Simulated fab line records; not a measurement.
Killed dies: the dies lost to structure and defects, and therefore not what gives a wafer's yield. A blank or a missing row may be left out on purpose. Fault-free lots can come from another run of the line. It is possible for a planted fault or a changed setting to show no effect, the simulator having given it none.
What tool caused it? ; flow sky130 ; 11 lots, 33 wafers sampled, at 2 steps of a route of 708

## WHAT THE GAUGES READ, wafer by wafer
Not one reading of a measure or inspect step in the record can be checked against a usual standard deviation.

## EACH LOT AND THE TOOL THAT RAN IT (in order: tool; ch and the chambers of the sampled wafers; start)
lot;SKY_FIELD_ISO_ETCH_17;SKY_PAD_OPEN_PROBE_99
L563;rie si-02 ch 0,1, day 2 05:45;prober-01, day 45 20:16
L564;rie si-01 ch 0,1,2, day 2 09:07;prober-02, day 46 07:59
L565;rie si-02 ch 0,2,3, day 2 16:09;prober-02, day 46 23:28
L566;rie si-01 ch 0,1,3, day 2 22:37;prober-01, day 46 19:10
L572;rie si-01 ch 0,1,2, day 4 05:00;prober-02, day 48 06:16
L573;rie si-01 ch 1,3, day 4 09:45;prober-01, day 48 13:46
L576;rie si-02 ch 0,2,3, day 5 01:24;prober-02, day 49 16:22
L579;rie si-02 ch 0,1, day 5 17:09;prober-01, day 49 17:28
L582;rie si-02 ch 0,1,3, day 6 08:57;prober-01, day 50 06:46
L584;rie si-02 ch 0,1,2, day 6 19:31;prober-02, day 50 14:31
L586;rie si-02 ch 0,1,2, day 7 04:21;prober-01, day 51 03:21
- SKY_FIELD_ISO_ETCH_17: etches Si in HBr/Cl2/O2, target depth 342 nm, time 97.7 s.
- SKY_PAD_OPEN_PROBE_99

## WHAT THE TOOLS THEMSELVES READ (means of the sampled wafers that have a number; where no wafer has one, the mark that the record gives instead)
SKY_FIELD_ISO_ETCH_17. Usual: drypump motor current A 5.5 A, standard deviation 0.38; mfc cl2 sccm 40.01 sccm, standard deviation 0.11; oes product au 1.000 a.u., standard deviation 0.01; run length s 125.9 s, standard deviation 0.45; throttle valve pct 25.658 %, standard deviation 0.012.
lot;tool;drypump motor current A (A);mfc cl2 sccm (sccm);oes product au (a.u.);run length s (s);throttle valve pct (%);flag
L563;rie si-02;5.4;40.08;0.993;126.3;25.662;
L564;rie si-01;5.5;39.98;1.010;125.8;25.653;
L565;rie si-02;5.7;40.11;0.985;125.8;25.660;
L566;rie si-01;5.3;40.03;0.988;125.4;25.666;
L572;rie si-01;5.6;40.05;1.001;112.3;25.646;OFF
L573;rie si-01;5.4;39.96;1.002;112.3;25.653;OFF
L576;rie si-02;5.7;40.01;1.004;125.9;25.656;
L579;rie si-02;5.2;40.07;0.992;126.4;25.664;
L582;rie si-02;5.5;40.06;1.002;125.8;25.659;
L584;rie si-02;5.4;39.97;1.009;125.8;25.653;
L586;rie si-02;5.4;39.92;0.993;125.9;25.657;

SKY_PAD_OPEN_PROBE_99. Usual: killed_at_M0_to_M3 43, standard deviation 7.3; killed_at_M4_up 3.6, standard deviation 1.9; killed at contacts 23, standard deviation 5.3; killed at front end 15, standard deviation 4.5; killed at other 0.3, standard deviation 0.72; killed dies 85, standard deviation 9.4; killed open 46, standard deviation 6.7; killed short 38, standard deviation 6.8.
lot;tool;killed_at_M0_to_M3;killed_at_M4_up;killed at contacts;killed at front end;killed at other;killed dies;killed open;killed short;flag
L563;prober-01;41;3.0;22;13;2.3;81;44;35;
L564;prober-02;40;3.7;25;16;0.7;86;43;42;
L565;prober-02;52;5.0;29;16;1.0;103;61;42;
L566;prober-01;44;3.7;23;13;1.3;85;49;35;
L572;prober-02;39;4.3;23;15;0.7;82;48;34;
L573;prober-01;44;5.0;19;11;0.0;80;43;37;
L576;prober-02;43;3.0;17;20;0.7;83;46;37;
L579;prober-01;34;3.3;21;18;0.0;77;43;33;
L582;prober-01;43;3.3;19;18;0.3;83;41;43;
L584;prober-02;42;4.0;16;16;0.0;79;38;40;
L586;prober-01;49;3.3;21;10;0.3;84;46;38;

## THE ANSWER, worked out from the rows above alone
Rule: lot off if the mean of its wafers having a number is beyond 3 standard deviations from the usual mean. A lot without any number at a reading at which 4 lots or more have one is off too. Any other lot the step has rows for is counted as sound. First the gauges in route order, then the tools' own readings, where a lot's mean is used as printed above. At the first step where some lot is off, the reading lying furthest off is the one used; lots without a number count as furthest.
Off: L572, L573, at SKY_FIELD_ISO_ETCH_17 (run length s).
A tool fits if, at that step or a process step before it, it ran every lot that is off, and no sound lot after the first of them. One fits: SKY_FIELD_ISO_ETCH_17 on rie si-01. A fault onset in the window from L566 (day 2 22:37, its last sound lot) to L572 (day 4 05:00, its first lot off) fits.
On the lots that are off, the tool's own readings at SKY_FIELD_ISO_ETCH_17 differ by more than 5 times the standard deviation of the sound lots' means, which bears it out; run length s reads 112.3 s there versus 125.9 s on the sound lots.

## WHAT HAD BEEN PUT IN BY THE SIMULATOR
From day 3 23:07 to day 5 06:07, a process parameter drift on rie si-01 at SKY_FIELD_ISO_ETCH_17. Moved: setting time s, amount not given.
Lots struck among those shown: L572, L573. This agrees with what the rule above found.
